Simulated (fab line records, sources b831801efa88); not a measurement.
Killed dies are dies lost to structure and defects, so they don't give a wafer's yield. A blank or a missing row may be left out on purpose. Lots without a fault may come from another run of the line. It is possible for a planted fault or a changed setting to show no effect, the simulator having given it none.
Which tool was responsible?	flow sky130	Sampling: 11 lots, 33 wafers, 4 of 708 route steps

WHAT THE GAUGES READ, wafer by wafer
SKY_SONOS_TUNNEL_CD_MEAS_07: the cd target is 410 nm.
lot	measured	on	cd-nm (nm)
L235	day 12 14:55	cd-sem-01	408.2 410.4 409.1
L236	day 12 20:01	cd-sem-02	412.5 411.6 410.8
L238	day 13 20:31	cd-sem-02	410.7 410.8 411.2
L239	day 14 06:59	cd-sem-01	411.7 410.7 411.9
L242	day 14 20:29	cd-sem-02	410.3 411.6 413.3
L245	day 15 17:44	cd-sem-02	411.9 411.6 412.3
L247	day 16 04:37	cd-sem-02	407.2 407.3 407.2
L248	day 16 08:58	cd-sem-01	411.2 410.6 412.2
L252	day 17 11:49	cd-sem-01	437.1 434.1 437.4
L253	day 18 00:29	cd-sem-02	408.8 407.2 408.3
L255	day 18 12:11	cd-sem-01	437.2 434.2 437.0

WHICH TOOL RAN EACH LOT (tool, then ch and the chambers of the sampled wafers, then the start)
lot	SKY_FIELD_ISO_ETCH_15	SKY_PWDE_STRIP_09	SKY_SONOS_TUNNEL_COAT_02
L235	rie-diel-04 ch 1,2,3, day 2 11:03	plasma-asher-01 ch 0, day 4 06:59	litho-track-01 ch 0, day 12 02:41
L236	rie-diel-03 ch 1,2,3, day 2 16:24	plasma-asher-01 ch 0,1, day 4 11:32	litho-track-01 ch 0, day 12 07:46
L238	rie-diel-04 ch 0,1, day 3 07:17	plasma-asher-02 ch 0,1, day 5 06:53	litho-track-02 ch 0, day 13 07:16
L239	rie-diel-03 ch 2,3, day 3 10:54	plasma-asher-04 ch 0,1, day 5 14:14	litho-track-01 ch 0, day 13 18:23
L242	rie-diel-03 ch 0,2, day 4 00:21	plasma-asher-01 ch 0,1, day 6 01:44	litho-track-02 ch 0, day 14 06:55
L245	rie-diel-03 ch 2,3, day 4 18:45	plasma-asher-04 ch 0,1, day 6 19:28	litho-track-01 ch 0, day 15 04:14
L247	rie-diel-03 ch 0,1,2, day 5 02:48	plasma-asher-04 ch 0,1, day 7 04:05	litho-track-03 ch 0, day 15 15:16
L248	rie-diel-03 ch 0,1,2, day 5 07:15	plasma-asher-02 ch 0,1, day 7 08:17	litho-track-01 ch 0, day 15 19:35
L252	rie-diel-04 ch 2,3, day 6 05:14	plasma-asher-04 ch 0,1, day 8 07:43	litho-track-01 ch 0, day 16 21:37
L253	rie-diel-04 ch 0,1,3, day 6 10:48	plasma-asher-01 ch 0,1, day 8 15:38	litho-track-02 ch 0, day 17 09:52
L255	rie-diel-04 ch 0,3, day 6 19:53	plasma-asher-04 ch 0,1, day 9 01:49	litho-track-01 ch 0, day 17 21:17
- SKY_FIELD_ISO_ETCH_15: etches the open film in CHF3/O2, stops on Si, target depth 180 nm, time 72 s.
- SKY_PWDE_STRIP_09: strips in O2/N2.
- SKY_SONOS_TUNNEL_COAT_02: resist thk 1140 nm.

THE ANSWER, worked out from the rows above alone
Rule: usual is defined by the lots themselves. The widest of any qualifying gaps counts: lots, ordered by their means at a reading, are off when they make up no more than a third of the lots, leave a main group of 4 or more, and stand apart from it by 3 or more times the standard deviation of that group's means. A main group whose means are all the same, to the digits that the tables above print for the reading, isn't used. A lot without any number at a reading at which 4 lots or more have one is off too. The other lots that the step has rows for count as sound.
Off, at SKY_SONOS_TUNNEL_CD_MEAS_07 on cd-nm: L252, L255. The main group has a mean of 410.4 nm with a standard deviation of 1.7.
If a tool, at a process step before that reading, ran all the lots that are off and no sound lot after the first of them, it fits. The gauges at SKY_SONOS_TUNNEL_CD_MEAS_07 are tried like those tools. Can't be told from this: 3 tools fit, plasma-asher-04 at SKY_PWDE_STRIP_09, litho-track-01 at SKY_SONOS_TUNNEL_COAT_02, cd-sem-01 at SKY_SONOS_TUNNEL_CD_MEAS_07.

WHAT THE SIMULATOR PUT IN
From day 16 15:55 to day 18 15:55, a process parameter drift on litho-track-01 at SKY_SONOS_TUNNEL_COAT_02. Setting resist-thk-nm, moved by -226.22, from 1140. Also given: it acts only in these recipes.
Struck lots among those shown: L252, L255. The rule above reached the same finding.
